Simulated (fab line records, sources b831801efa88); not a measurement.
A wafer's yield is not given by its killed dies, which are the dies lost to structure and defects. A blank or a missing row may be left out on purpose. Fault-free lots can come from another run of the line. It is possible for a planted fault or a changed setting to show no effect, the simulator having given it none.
One fault seen from 2 desks | flow sky130 | only its own numbers are on each desk; what lay behind them is given at the end

== AT THE METROLOGY DESK ==
What the gauges read, lot by lot, whatever tool the lot ran on: means of the sampled wafers that have a number. If a lot's mean is further than 4 standard deviations from the usual mean, the lot is out of limits and carries the mark OUT (the distance appears in the brackets).
Columns: A = cdNm at SKY_METAL2_CD_MEAS_15, usual 140.3 nm; B = METAL2_OVL at SKY_METAL2_OVL_MEAS_16, usual -3 nm
lot  | first seen here | A     | B
L248 | day 34 22:23    | 142.5 | 1
L254 | day 36 23:54    | 138.0 | -3
L260 | day 38 17:41    | 137.9 | -9
L264 | day 40 04:20    | 142.5 | -3
L268 | day 41 13:29    | 140.6 | 3
Finding of this desk: none of the 5 lots has anything out of limits.

== FOR THE TOOL OWNER'S DESK: rieMetal-04 ==
The tool's own readings at SKY_METAL2_METAL_ETCH_19 (etches the open film in Cl2/BCl3, stops on SiO2, target depth 360 nm, time 78 s): means of the sampled wafers that have a number, for each lot that ran on this tool. If a lot's mean is further than 4 standard deviations from the usual mean, the lot is out of limits and carries the mark OUT (the distance appears in the brackets).
Columns: A = chamberPressureMTorr at SKY_METAL2_METAL_ETCH_19, usual 10.000 mTorr; B = drypumpMotorCurrentA at SKY_METAL2_METAL_ETCH_19, usual 5.7 A; C = mfcCl2Sccm at SKY_METAL2_METAL_ETCH_19, usual 59.98 sccm; D = oesProductAu at SKY_METAL2_METAL_ETCH_19, usual 0.854 a.u.; E = throttleValvePct at SKY_METAL2_METAL_ETCH_19, usual 22.264 %
lot  | first seen here | A      | B   | C     | D     | E
L248 | day 34 22:38    | 9.994  | 5.2 | 60.00 | 0.864 | 22.272
L260 | day 38 17:56    | 10.001 | 5.3 | 59.85 | 0.853 | 22.271
Finding of this desk: none of the 2 lots has anything out of limits.

== BROUGHT TOGETHER ==
Metrology desk: nothing out of limits seen.
Nothing out of limits was seen by the tool owner's desk.

== WHAT THE SIMULATOR HAD PUT IN ==
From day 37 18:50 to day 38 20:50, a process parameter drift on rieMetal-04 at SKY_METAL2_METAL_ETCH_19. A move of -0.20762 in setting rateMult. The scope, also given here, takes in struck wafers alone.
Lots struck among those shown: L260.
